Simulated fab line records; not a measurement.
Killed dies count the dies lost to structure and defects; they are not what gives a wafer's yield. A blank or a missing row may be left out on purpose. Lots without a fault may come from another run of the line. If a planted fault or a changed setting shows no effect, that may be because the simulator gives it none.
A struck lot beside a sound one | flow sky130 | 43 steps out of a route of 708
Sound: wafers L301.1, L301.2, L301.5. Struck: wafer L310.3. (L310.5 of the same lot was not struck and is left out.) The cause comes at the end.
Each step with rows lists, per side, the tool, then ch with its chambers, then its first start. Under that, the readings that differ: sound wafers | struck wafers | difference of the means | sigmas: that difference in standard deviations of wafers without a fault.
alike: readings whose means differ by less than 2 such deviations, and words and numbers that are the same on both sides. not compared: withheld readings, readings that some wafer has no value for, bounds like >300 that may hide the same value, and numbers for which the record gives no deviation and whose values overlap.
Wherever a step has rows on one side only, a row that says differs or no value, or a row with sigmas, the two part there. Numbers that have no deviation but don't overlap get no sigmas and don't part them. Lack of a reading on every wafer of one side parts them only where that side has two or more wafers.

first, 5 steps without rows for these wafers: SKY_FIELD_ISO_WET_ETCH_28 (etches SiO2 in dHF, target depth 23.7 nm, time 47 s); SKY_FIELD_ISO_WET_ETCH_29 (etches Si3N4 in H3PO4, target depth 160 nm, time 1825 s); SKY_FIELD_ISO_WET_ETCH_30 (etches SiO2 in dHF, target depth 25 nm, time 50 s); SKY_NWELL_CLEAN_00 (cleans in SC1/SC2, time 150 s); SKY_NWELL_OXIDATION_01 (stabilise 600 s, purge 300 s, target thk 10 nm).
SKY_NWELL_THK_MEAS_02:
  sound on film-metro-02 at day 2 23:13; struck on film-metro-02 at day 4 16:54
  alike: NWELL_OXIDATION_THK
then, 6 steps without rows for these wafers: SKY_DNWELL_DEHYDRATE_00 (time 60 s); SKY_DNWELL_HMDS_01 (prime time 60 s); SKY_DNWELL_COAT_02 (resist thk 3000 nm); SKY_DNWELL_SOFTBAKE_03; SKY_DNWELL_EXPOSE_04 (exposes mask DNM, target cd 3000 nm); SKY_DNWELL_PEB_05.
SKY_DNWELL_DEVELOP_06: develop time 60 s.
  sound on litho-track-01 ch 0, day 3 13:00; struck on litho-track-01 ch 0, day 5 10:00
  reading              | sound             | struck | difference | sigmas
  developer-temp-C (C) | 22.80 22.95 22.96 | 23.18  | +0.28      | +2
after that, 1 step had no rows for these wafers: SKY_DNWELL_IMPLANT_07.
SKY_DNWELL_STRIP_08: strips in O2/N2.
  sound on plasma-asher-01 ch 0,1, day 3 14:13; struck on plasma-asher-01 ch 1, day 5 11:02
  alike: drypump-motor-current-A, oes-product-au, strip-time-to-endpoint-s
  not compared: rf-hours-counter-h
SKY_DNWELL_TW_MEAS_09:
  sound on film-metro-03 at day 3 14:19; struck on film-metro-02 at day 5 11:07
  alike: DNWELL_TW
then, 7 steps without rows for these wafers: SKY_PWDE_DEHYDRATE_00 (time 60 s); SKY_PWDE_HMDS_01 (prime time 60 s); SKY_PWDE_COAT_02 (resist thk 3000 nm); SKY_PWDE_SOFTBAKE_03; SKY_PWDE_EXPOSE_04 (exposes mask PWDEM, target cd 840 nm); SKY_PWDE_PEB_05; SKY_PWDE_DEVELOP_06 (develop time 60 s).
SKY_PWDE_OVL_MEAS_07:
  sound on overlay-02 at day 4 06:20; struck on overlay-02 at day 6 05:12
  alike: PWDE_OVL
after that, 1 step had no rows for these wafers: SKY_PWDE_IMPLANT_08.
SKY_PWDE_STRIP_09: strips in O2/N2.
  sound on plasma-asher-02 ch 0,1, day 4 06:32; struck on plasma-asher-02 ch 0, day 6 05:25
  alike: drypump-motor-current-A, oes-product-au, strip-time-to-endpoint-s
  not compared: rf-hours-counter-h
SKY_PWDE_TW_MEAS_10:
  sound on film-metro-02 at day 4 06:38; struck on film-metro-02 at day 6 05:30
  alike: PWDE_TW
then, 7 steps without rows for these wafers: SKY_NWELL_DEHYDRATE_03 (time 60 s); SKY_NWELL_HMDS_04 (prime time 60 s); SKY_NWELL_COAT_05 (resist thk 3000 nm); SKY_NWELL_SOFTBAKE_06; SKY_NWELL_EXPOSE_07 (exposes mask NWM, target cd 840 nm); SKY_NWELL_PEB_08; SKY_NWELL_DEVELOP_09 (develop time 60 s).
SKY_NWELL_OVL_MEAS_10:
  sound on overlay-02 at day 5 00:08; struck on overlay-02 at day 7 00:19
  alike: NWELL_00_OVL
then, 3 steps without rows for these wafers: SKY_NWELL_IMPLANT_11; SKY_NWELL_IMPLANT_12; SKY_NWELL_IMPLANT_13.
SKY_NWELL_STRIP_14: strips in O2/N2.
  sound on plasma-asher-04 ch 0,1, day 5 00:38; struck on plasma-asher-03 ch 1, day 7 00:49
  reading                     | sound          | struck | difference | sigmas
  drypump-motor-current-A (A) | 6.05 5.77 6.06 | 5.34   | -0.62      | -2
  alike: oes-product-au, strip-time-to-endpoint-s
  not compared: rf-hours-counter-h
SKY_NWELL_TW_MEAS_15:
  sound on film-metro-04 at day 5 00:44; struck on film-metro-03 at day 7 00:54
  alike: NWELL_TW
then, 2 steps without rows for these wafers: SKY_NWELL_DEHYDRATE_16 (time 60 s); SKY_NWELL_HMDS_17 (prime time 60 s).
-- the record jumps here: 42 days lie between the struck wafers' starts before and after (it left off in module NWELL and takes up again in module PAD_OPEN, whose first step shown is number 708 of the route) --
SKY_PAD_OPEN_PROBE_99:
  sound on prober-01 at day 46 09:52; struck on prober-01 at day 48 17:38
  reading                                  | sound             | struck | difference | sigmas
  model.etest.res-deep-nwell.width-nm (nm) | 3003 2992 3002    | 2871   | -128       |
  model.etest.res-deep-nwell.line-ohm-um   | 755.6 733.6 749.7 | 764.8  | +18.5      |
  alike: killed_at_M0_to_M3, killed_at_M4_up, killed-at-contacts, killed-at-front-end, killed-at-other, killed-dies, killed-open, killed-short

WHERE THEY PART
At SKY_DNWELL_DEVELOP_06 first; at SKY_NWELL_STRIP_14 last (within this record only). Later steps at which nothing parts them and some readings are alike: SKY_NWELL_TW_MEAS_15, SKY_PAD_OPEN_PROBE_99.

WHY: the cause the simulator had injected
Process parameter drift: litho-track-01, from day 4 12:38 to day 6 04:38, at SKY_DNWELL_DEVELOP_06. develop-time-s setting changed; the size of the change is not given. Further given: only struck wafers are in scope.
